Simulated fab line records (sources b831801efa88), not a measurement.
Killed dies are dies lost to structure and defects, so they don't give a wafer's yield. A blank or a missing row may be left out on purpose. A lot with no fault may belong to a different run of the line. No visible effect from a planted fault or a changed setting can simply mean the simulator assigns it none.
Problem report in the 8D (eight disciplines) form, filled by code + flow sky130 + the parts of the form that need people (team, actions taken, sign-off) are left out

1. PROBLEM STATEMENT
Wafers without a fault read 211.3 s, standard deviation 0.46; runLengthS at SKY_METAL4_METAL_ETCH_18 reads a mean of 200.2 s on 3 wafers belonging to 2 lots. Measured from the usual mean, that is -24 standard deviations.
The step: etches the open film in Cl2/BCl3, stops on SiO2, target depth 845 nm, time 183.1 s.
First seen on wafer L346.6, day 45 02:47, on rieMetal-01. Wafers with a number at this step in the record: 30, from 10 lots. The rule behind "out" and "out of limits": a value lying over 4 standard deviations away from the usual mean. All remaining wafers that have a number are taken as sound.

2. WHAT IT IS, AND WHAT IT ISN'T
| question                    | is                       | is not                                                                                 |
|-----------------------------|--------------------------|----------------------------------------------------------------------------------------|
| which readings at this step | runLengthS, oesProductAu | drypumpMotorCurrentA, throttleValvePct                                                 |
| which lots                  | L346, L350               | L335, L337, L338, L339, L345, L348, L349, L357                                         |
| which wafers of those lots  | L346.6, L350.2, L350.4   | L346.1, L346.5, L350.6                                                                 |
| read on which tools         | rieMetal-01              | rieMetal-03, rieMetal-04                                                               |
| when                        | from day 45 02:47        | up to then (17 sound wafers); but 10 sound wafers of L348, L349, L350, L357 came after |

3. THE SUSPECTS, EACH WITH WHAT RULES IT OUT
Counting: a tool at a process step up to the reading stays a suspect if it ran every lot that is out. Sound lots after the first of them don't rule it out here, since some wafers of a struck lot are sound.
- rieMetal-01 at SKY_METAL4_METAL_ETCH_18 (etches the open film in Cl2/BCl3, stops on SiO2, target depth 845 nm, time 183.1 s): kept. Every lot that is out went through it, the first being L346 (day 45 02:47); the last sound lot it ran before that was L345 (day 44 21:59). Its own oesProductAu, runLengthS readings are out on those wafers.
- The sound lot-mates ran in chamber 0 of rieMetal-01 at SKY_METAL4_METAL_ETCH_18, but the wafers that are out ran in chamber 1.
Remaining after the count: rieMetal-01 at SKY_METAL4_METAL_ETCH_18.

4. THE CAUSE (what the simulator had put in)
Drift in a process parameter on rieMetal-01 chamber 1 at SKY_METAL4_METAL_ETCH_18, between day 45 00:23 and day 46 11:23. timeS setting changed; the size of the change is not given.
After counting, this tool was the only one left.

5. SEQUENCE OF EFFECTS, ordered by route
One row per reading whose mean, taken over the struck wafers that have a number, lies over 3 standard deviations from the usual. Only readings for which the record gives a usual standard deviation are gone through. hours: the time from each lot's start at the first step in this table that gives one to its start at this step, as a median over the lots. sigmas: the change in usual standard deviations.
| hours | step                     | reading              | usual      | on struck wafers | change | sigmas |
|-------|--------------------------|----------------------|------------|------------------|--------|--------|
| 0     | SKY_METAL4_METAL_ETCH_18 | oesProductAu         | 0.863 a.u. | 0.922            | +0.059 | +12    |
| 0     | SKY_METAL4_METAL_ETCH_18 | runLengthS           | 211.3 s    | 200.2            | -11.1  | -24    |
| 0     | SKY_METAL4_STRIP_19      | stripTimeToEndpointS | 6.51 s     | 6.90             | +0.39  | +5.3   |
Process steps it contains:
- SKY_METAL4_METAL_ETCH_18: etches the open film in Cl2/BCl3, stops on SiO2, target depth 845 nm, time 183.1 s.
- SKY_METAL4_STRIP_19: strips in O2/N2.

6. HOW IT WOULD HAVE BEEN CAUGHT EARLIER
First out-of-limits reading in this record: day 45 02:47, which is 2 hours after fault onset at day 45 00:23.
